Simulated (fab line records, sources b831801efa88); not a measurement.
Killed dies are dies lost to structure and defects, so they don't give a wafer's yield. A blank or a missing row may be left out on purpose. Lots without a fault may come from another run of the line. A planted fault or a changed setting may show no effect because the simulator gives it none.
Problem report in the 8D (eight disciplines) form, filled by code | flow gf180mcu | the parts of the form that need people (team, actions taken, sign-off) are left out

1. THE PROBLEM
CONTACT_CVD_02_THK at GF_CONTACT_THK_MEAS_03 reads a mean of 1226 nm on 2 wafers of 2 lots; wafers without a fault read 858 nm with a standard deviation of 10. That is +37 standard deviations from the usual mean.
First seen on wafer L756.5, day 20 01:25, on film_metro-02. The record holds 36 wafers of 12 lots with a number at this step. Rule for "out", or "out of limits": more than 4 standard deviations from the usual mean. The other wafers with a number count as sound.

2. WHAT IT IS AND WHAT IT IS NOT
question                    | is                           | is not
which readings at this step | CONTACT_CVD_02_THK           | -
which lots                  | L756, L757                   | L744, L745, L746, L747, L748, L750, L760, L765, L766, L767
which wafers of those lots  | L756.5, L757.5               | L756.1, L756.6, L757.1, L757.4
read on which gauges        | film_metro-02, film_metro-04 | film_metro-01
when                        | from day 20 01:25            | up to then (20 sound wafers); but 14 sound wafers of L757, L760, L765, L766, L767 came after

3. SUSPECTS, AND WHAT RULES EACH OUT
Counting: a tool at a process step up to the reading stays a suspect if it ran every lot that is out. Sound lots after the first of them don't rule it out here, since some wafers of a struck lot are sound.
- the gauge at GF_CONTACT_THK_MEAS_03: ruled out. The wafers that are out were read on 2 gauges (film_metro-02, film_metro-04).
- pecvd-02 at GF_CONTACT_CVD_02 (deposits SiO2 from TEOS, target thk 860 nm, time 95.992 s): kept. It ran every lot that is out, first L756 (day 20 01:19); its last sound lot up to then is L748 (day 16 06:51).
- Within pecvd-02 at GF_CONTACT_CVD_02: the wafers that are out ran in chamber 0; their sound lot-mates ran in chamber 1.
Left after counting: pecvd-02 at GF_CONTACT_CVD_02.

4. THE CAUSE (what the simulator had put in)
Process parameter drift: pecvd-02, from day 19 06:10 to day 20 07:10, at GF_CONTACT_CVD_02. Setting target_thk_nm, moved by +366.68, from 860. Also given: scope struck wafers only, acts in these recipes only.
Counting left only this tool.

5. THE CHAIN OF EFFECTS, in route order
Each row: a reading whose mean over the struck wafers that have a number lies more than 3 standard deviations from the usual. Only readings for which the record gives a usual standard deviation are gone through. hours: the time from each lot's start at the first step in this table that gives one to its start at this step, as a median over the lots. sigmas: the change in usual standard deviations.
hours | step                   | reading            | usual  | on struck wafers | change | sigmas
0     | GF_CONTACT_THK_MEAS_03 | CONTACT_CVD_02_THK | 858 nm | 1226             | +368   | +37
0     | GF_CONTACT_CMP_04      | time_to_endpoint_s | 111 s  | 246              | +136   | +28
The process steps in it:
- GF_CONTACT_CMP_04: polishes SiO2.
Later measuring or inspecting steps at which every struck wafer that the step has a row for has a number for every such reading, and none has moved that far: GF_CONTACT_OVL_MEAS_15.

6. WHAT WOULD HAVE CAUGHT IT SOONER
In this record the first reading out of limits at a measuring or inspecting step was taken at day 20 01:25, 19 hours after the fault began at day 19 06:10.
Of the tool readings at GF_CONTACT_CVD_02 for which the record gives a usual standard deviation, none was out on any struck wafer, so an alarm limit of 4 standard deviations on them would not have fired.
Of the lots that are out (2), L757 began GF_CONTACT_CVD_02 on pecvd-02 after day 20 01:25. A hold on the tool at that time would have spared it.
